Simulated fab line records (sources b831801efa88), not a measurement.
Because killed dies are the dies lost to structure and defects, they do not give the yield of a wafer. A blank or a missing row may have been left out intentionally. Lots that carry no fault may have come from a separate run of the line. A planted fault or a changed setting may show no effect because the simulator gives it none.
Matching of chambers :: flow sky130 :: rieDiel-02 running SKY_VIA1_ETCH_15: 4 sister chambers
The step etches SiO2 in C4F8/O2/Ar, stops on TiN, target depth 351 nm, time 54 s. 16 wafers are shown with their chamber, then 8 later ones without.

## WAFERS WITH THEIR CHAMBER
wafer: L076.1
chamber: 0
oesProductAu (a.u.): 0.977

wafer: L076.3
chamber: 3
oesProductAu (a.u.): 0.983

wafer: L076.6
chamber: 2
oesProductAu (a.u.): 0.980

wafer: L078.1
chamber: 1
oesProductAu (a.u.): 0.970

wafer: L078.2
chamber: 2
oesProductAu (a.u.): 0.978

wafer: L078.3
chamber: 3
oesProductAu (a.u.): 0.979

wafer: L078.4
chamber: 0
oesProductAu (a.u.): 0.975

wafer: L078.5
chamber: 0
oesProductAu (a.u.): 0.985

wafer: L078.6
chamber: 3
oesProductAu (a.u.): 0.975

wafer: L081.1
chamber: 0
oesProductAu (a.u.): 0.987

wafer: L081.3
chamber: 2
oesProductAu (a.u.): 0.979

wafer: L081.4
chamber: 1
oesProductAu (a.u.): 0.987

wafer: L083.2
chamber: 1
oesProductAu (a.u.): 0.979

wafer: L083.5
chamber: 3
oesProductAu (a.u.): 0.989

wafer: L083.6
chamber: 0
oesProductAu (a.u.): 0.989

wafer: L086.1
chamber: 2
oesProductAu (a.u.): 0.961

SIGNATURES (means of the wafers above)
reading: oesProductAu
chamber 0: 0.98260
chamber 1: 0.97867
chamber 2: 0.97450
chamber 3: 0.98150
scatter within a chamber: 0.00737
Rule: distance of a wafer from a chamber = root of the sum over the readings of ((wafer's reading minus chamber's mean) / reading's scatter) squared. If the next closest chamber is less than 2 further off than the closest, the wafer can't be placed; otherwise it belongs to the closest. The scatter is the square root of a quotient: the sum, over the shown wafers, of each reading's squared deviation from its chamber's mean, divided by wafers minus chambers.

## WAFERS WITH NO CHAMBER GIVEN
wafer: L086.3
oesProductAu (a.u.): 0.976

wafer: L086.4
oesProductAu (a.u.): 0.976

wafer: L089.2
oesProductAu (a.u.): 0.979

wafer: L089.3
oesProductAu (a.u.): 0.994

wafer: L089.4
oesProductAu (a.u.): 0.986

wafer: L088.3
oesProductAu (a.u.): 0.992

wafer: L088.4
oesProductAu (a.u.): 0.984

wafer: L088.5
oesProductAu (a.u.): 0.986

## EACH ONE'S CHAMBER
wafer: L086.3
from the rows above: can't be placed: 2 or 1 or 3 or 0
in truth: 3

wafer: L086.4
from the rows above: can't be placed: 2 or 1 or 3 or 0
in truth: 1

wafer: L089.2
from the rows above: can't be placed: 1 or 3 or 0 or 2
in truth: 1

wafer: L089.3
from the rows above: can't be placed: 0 or 3 or 1 or 2
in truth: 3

wafer: L089.4
from the rows above: can't be placed: 0 or 3 or 1 or 2
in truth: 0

wafer: L088.3
from the rows above: can't be placed: 0 or 3 or 1 or 2
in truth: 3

wafer: L088.4
from the rows above: can't be placed: 0 or 3 or 1 or 2
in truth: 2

wafer: L088.5
from the rows above: can't be placed: 0 or 3 or 1 or 2
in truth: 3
0 of 8 placed correctly. Can't be placed from these rows: 8 (the true chamber is among the candidates in 8). Wrongly placed: 0.
